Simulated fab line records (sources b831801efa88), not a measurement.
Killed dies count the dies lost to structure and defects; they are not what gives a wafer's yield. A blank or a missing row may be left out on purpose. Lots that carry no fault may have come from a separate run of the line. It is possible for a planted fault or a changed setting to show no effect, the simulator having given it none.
Comparing a struck lot with a sound one ; flow sky130 ; 18 steps out of a route of 708
Sound: the wafers L509.1, L509.5, L509.6. The struck wafers were L495.3, L495.4, L495.5. The cause is named last.
Per side, at each step with rows, come the tool, then ch with its chambers, and then its first start. Under that, the readings that differ: sound wafers ; struck wafers ; difference of the means ; sigmas: that difference in standard deviations of wafers without a fault.
alike: same words and numbers on both sides, and readings whose means sit less than 2 such deviations apart. not compared: any withheld reading, any reading some wafer has no value for, any bound like >300 that may hide the same value, and any number with overlapping values for which the record gives no deviation.
Wherever a step has rows on one side only, a row that says differs or no value, or a row with sigmas, the two part there. Numbers that don't overlap but have no deviation are shown without sigmas and don't part them. Lack of a reading on every wafer of one side parts them only where that side has two or more wafers.

first, 6 steps without rows for these wafers: SKY_LDD_N_IMPLANT_10; SKY_LDD_N_IMPLANT_11; SKY_LDD_N_IMPLANT_12; SKY_LDD_N_IMPLANT_13; SKY_LDD_N_IMPLANT_14; SKY_LDD_N_IMPLANT_15.
SKY_LDD_N_STRIP_16: strips in O2/N2.
  sound on plasma asher-04 ch 0,1, day 24 17:27; struck on plasma asher-04 ch 0,1, day 19 12:35
  alike: drypump motor current A, n2 flow sccm, oes product au, strip time to endpoint s
  not compared: rf hours counter h
SKY_LDD_N_TW_MEAS_17:
  sound on film metro-03 at day 24 17:33; struck on film metro-03 at day 19 12:40
  alike: LDD_N_TW
then, 4 steps without rows for these wafers: SKY_LDD_P_DEHYDRATE_00 (time 60 s); SKY_LDD_P_HMDS_01 (prime time 60 s); SKY_LDD_P_COAT_02 (resist thk 1140 nm); SKY_LDD_P_SOFTBAKE_03 (time 60 s).
SKY_LDD_P_EXPOSE_04: exposes mask PSDM, target cd 380 nm.
  sound on iline stepper-02 ch 0, day 25 08:07; struck on iline stepper-01 ch 0, day 20 05:14
  alike: mask
then, 2 steps without rows for these wafers: SKY_LDD_P_PEB_05; SKY_LDD_P_DEVELOP_06 (develop time 60 s).
SKY_LDD_P_CD_MEAS_07 targets a cd of 380 nm.
  sound on cd sem-02 at day 25 21:58; struck on cd sem-02 at day 20 20:07
reading;sound;struck;difference;sigmas
cd nm (nm);378.9 380.0 377.7;372.1 373.0 374.4;-5.7;-2
SKY_LDD_P_OVL_MEAS_08:
  sound on overlay-02 at day 25 22:05; struck on overlay-02 at day 20 20:12
  alike: LDD_P_OVL
-- a jump in the record: the struck wafers' starts before and after are 26 days apart (it breaks off in module LDD_P and resumes in module PAD_OPEN, where the first step shown is number 708 of the route) --
SKY_PAD_OPEN_PROBE_99:
  sound on prober-02 at day 50 03:28; struck on prober-01 at day 47 00:36
  alike: killed_at_M0_to_M3, killed_at_M4_up, killed at contacts, killed at front end, killed at other, killed dies, killed open, killed short

== WHERE THEY PART ==
SKY_LDD_P_CD_MEAS_07 only, going by this record. Later steps at which nothing parts them and some readings are alike: SKY_LDD_P_OVL_MEAS_08, SKY_PAD_OPEN_PROBE_99.

WHY: what the simulator had put in
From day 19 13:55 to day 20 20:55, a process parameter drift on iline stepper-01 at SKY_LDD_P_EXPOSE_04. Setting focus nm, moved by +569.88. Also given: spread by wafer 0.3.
